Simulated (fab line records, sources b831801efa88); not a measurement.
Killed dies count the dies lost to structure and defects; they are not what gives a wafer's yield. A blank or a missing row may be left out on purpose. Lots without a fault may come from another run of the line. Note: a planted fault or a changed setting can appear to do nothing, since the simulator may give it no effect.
Which tool is to blame? / flow sky130 / 6 lots, 18 wafers sampled, at 2 steps of a route of 708

WHAT THE GAUGES READ, wafer by wafer
SKY_NWELL_RS_MEAS_29: the measuring method here is four-point-probe.
lot=L181; measured=day 5 18:11; on=filmMetro-03; NWELL_RS (ohm/sq)=623.5 624.0 623.8
lot=L184; measured=day 6 06:32; on=filmMetro-01; NWELL_RS (ohm/sq)=623.0 625.2 623.8
lot=L187; measured=day 7 02:56; on=filmMetro-03; NWELL_RS (ohm/sq)=634.5 635.0 634.8
lot=L196; measured=day 9 14:49; on=filmMetro-04; NWELL_RS (ohm/sq)=625.1 624.6 625.8
lot=L199; measured=day 10 06:37; on=filmMetro-03; NWELL_RS (ohm/sq)=623.2 624.6 623.5
lot=L201; measured=day 11 00:23; on=filmMetro-04; NWELL_RS (ohm/sq)=625.8 626.4 624.9

EACH LOT AND THE TOOL THAT RAN IT (in order: tool; ch and the chambers of the sampled wafers; start)
lot=L181; SKY_NWELL_IMPLANT_13=implanter-02 ch 0, day 4 23:41
lot=L184; SKY_NWELL_IMPLANT_13=implanter-01 ch 0, day 5 11:26
lot=L187; SKY_NWELL_IMPLANT_13=implanter-01 ch 0, day 6 07:14
lot=L196; SKY_NWELL_IMPLANT_13=implanter-02 ch 0, day 8 14:56
lot=L199; SKY_NWELL_IMPLANT_13=implanter-04 ch 0, day 9 09:08
lot=L201; SKY_NWELL_IMPLANT_13=implanter-04 ch 0, day 10 01:32
- SKY_NWELL_IMPLANT_13

THE ANSWER, worked out from the rows above alone
Rule: what is usual is taken from the lots themselves. The widest of any qualifying gaps counts: lots, ordered by their means at a reading, are off when they make up no more than a third of the lots, leave a main group of 4 or more, and stand apart from it by 3 or more times the standard deviation of that group's means. The tables above print the reading to a certain number of digits; a main group whose means all agree to those digits is not used. Also off: a lot with no number at a reading for which 4 or more lots have one. All remaining lots with rows at the step are treated as sound.
Off: L187, seen at SKY_NWELL_RS_MEAS_29 (NWELL_RS). The main group: mean 624.5 ohm/sq, standard deviation 0.8.
A tool fits if, at a process step before that reading, it ran every lot that is off, and no sound lot after the first of them. Gauges at SKY_NWELL_RS_MEAS_29: tried the same way as those tools. One candidate fits, namely implanter-01 at SKY_NWELL_IMPLANT_13. Its last sound lot is L184 (day 5 11:26), its first lot that is off L187 (day 6 07:14): a fault that began between those two fits.

WHAT HAD BEEN PUT IN BY THE SIMULATOR
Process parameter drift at SKY_NWELL_IMPLANT_13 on implanter-01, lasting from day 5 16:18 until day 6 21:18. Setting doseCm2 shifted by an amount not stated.
Lots struck among those shown: L187. The same result came from the rule above.
